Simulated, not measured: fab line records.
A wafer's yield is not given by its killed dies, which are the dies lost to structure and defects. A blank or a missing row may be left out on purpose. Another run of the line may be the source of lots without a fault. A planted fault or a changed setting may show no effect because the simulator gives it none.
One fault seen from 2 desks | flow gf180mcu | numbers are kept per desk, each desk with only its own; the story behind them comes last

## AT THE METROLOGY DESK
What the gauges read, lot by lot, whatever tool the lot ran on: means of the sampled wafers that have a number. The brackets show how far a lot's mean lies from the usual mean; more than 4 standard deviations puts the lot out of limits, marked OUT.
Columns: A = V4_OVL at GF_V4_OVL_MEAS_15, usual 0 nm; B = V4_W_RS at GF_V4_RS_MEAS_24, usual 0.328 ohm/sq; C = V4_W_THK at GF_V4_THK_MEAS_25, usual 354 nm
lot  | first seen here | A  | B     | C
L481 | day 26 20:35    | 1  | 0.328 | 352
L482 | day 27 05:44    | 1  | 0.329 | 360
L483 | day 27 13:52    | 2  | 0.326 | 354
L492 | day 29 22:08    | 0  | 0.328 | 358
L495 | day 30 12:56    | 2  | 0.329 | 353
L497 | day 31 10:16    | -1 | 0.329 | 352
Finding of this desk: none of the 6 lots has anything out of limits.

## FOR THE TOOL OWNER'S DESK: pvd-sputter-04
The tool's own readings at GF_MIM_SPUTTER_00 (material Ti, target thk 37.5 nm, time 150 s): means of the sampled wafers that have a number, for each lot that ran on this tool. The brackets show how far a lot's mean lies from the usual mean; more than 4 standard deviations puts the lot out of limits, marked OUT.
Columns: A = throttle-valve-pct at GF_MIM_SPUTTER_00, usual 30.0 %
lot  | first seen here | A
L481 | day 26 21:58    | 30.0
L482 | day 27 07:08    | 30.4
L495 | day 30 14:19    | 29.7
Finding of this desk: none of the 3 lots has anything out of limits.

## PUT TOGETHER
At the metrology desk, nothing out of limits was observed.
Nothing out of limits was seen by the tool owner's desk.

## WHAT HAD BEEN PUT IN BY THE SIMULATOR
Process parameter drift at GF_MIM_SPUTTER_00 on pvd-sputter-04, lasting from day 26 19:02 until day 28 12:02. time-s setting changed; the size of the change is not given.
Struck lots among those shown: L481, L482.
